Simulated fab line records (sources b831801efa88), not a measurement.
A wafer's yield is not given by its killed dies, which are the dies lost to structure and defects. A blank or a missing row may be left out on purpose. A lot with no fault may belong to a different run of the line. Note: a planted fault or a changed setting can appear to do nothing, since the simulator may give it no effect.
Matching of chambers ; flow gf180mcu ; GF_POLY_GATE_ETCH_13 on rie_si-01: 4 sister chambers
The step etches poly-Si in HBr/Cl2, stops on SiO2, target depth 198.5 nm, time 69.6 s. 4 wafers are shown with their chamber, then 8 later ones without.

## WAFERS, EACH WITH ITS CHAMBER
wafer;chamber;oes_product_au (a.u.)
L674.5;0;1.000
L679.3;2;1.004
L680.1;3;0.997
L680.3;1;0.996

## WAFERS WITHOUT THEIR CHAMBER
wafer;oes_product_au (a.u.)
L680.6;0.995
L681.3;0.985
L681.4;0.998
L681.5;0.997
L689.5;0.992
L689.6;0.993
L691.3;0.991
L691.4;0.993

## THE CHAMBER EACH PASSED THROUGH
wafer;from the rows above;in truth
L680.6;can't be placed: 1 or 3 or 0 or 2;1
L681.3;can't be placed: 1 or 3 or 0 or 2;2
L681.4;can't be placed: 3 or 0 or 1 or 2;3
L681.5;can't be placed: 3 or 1 or 0 or 2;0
L689.5;can't be placed: 1 or 3 or 0 or 2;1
L689.6;can't be placed: 1 or 3 or 0 or 2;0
L691.3;can't be placed: 1 or 3 or 0 or 2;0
L691.4;can't be placed: 1 or 3 or 0 or 2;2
0 of 8 placed correctly. These rows do not allow placing 8 (true chamber among the candidates in 8). Number placed wrongly: 0.
How it was worked out, from the rows above alone: a wafer's distance from a chamber is the root of the sum, over the readings, of the square of ((its reading less the chamber's mean) divided by the reading's scatter). If the next closest chamber is less than 2 further off than the closest, the wafer can't be placed; otherwise it belongs to the closest. Each chamber's mean is taken over the wafers shown for it. The scatter (one wafer shown for each chamber): square how far every hidden wafer sits from the nearest shown wafer, average those squares and take the square root.
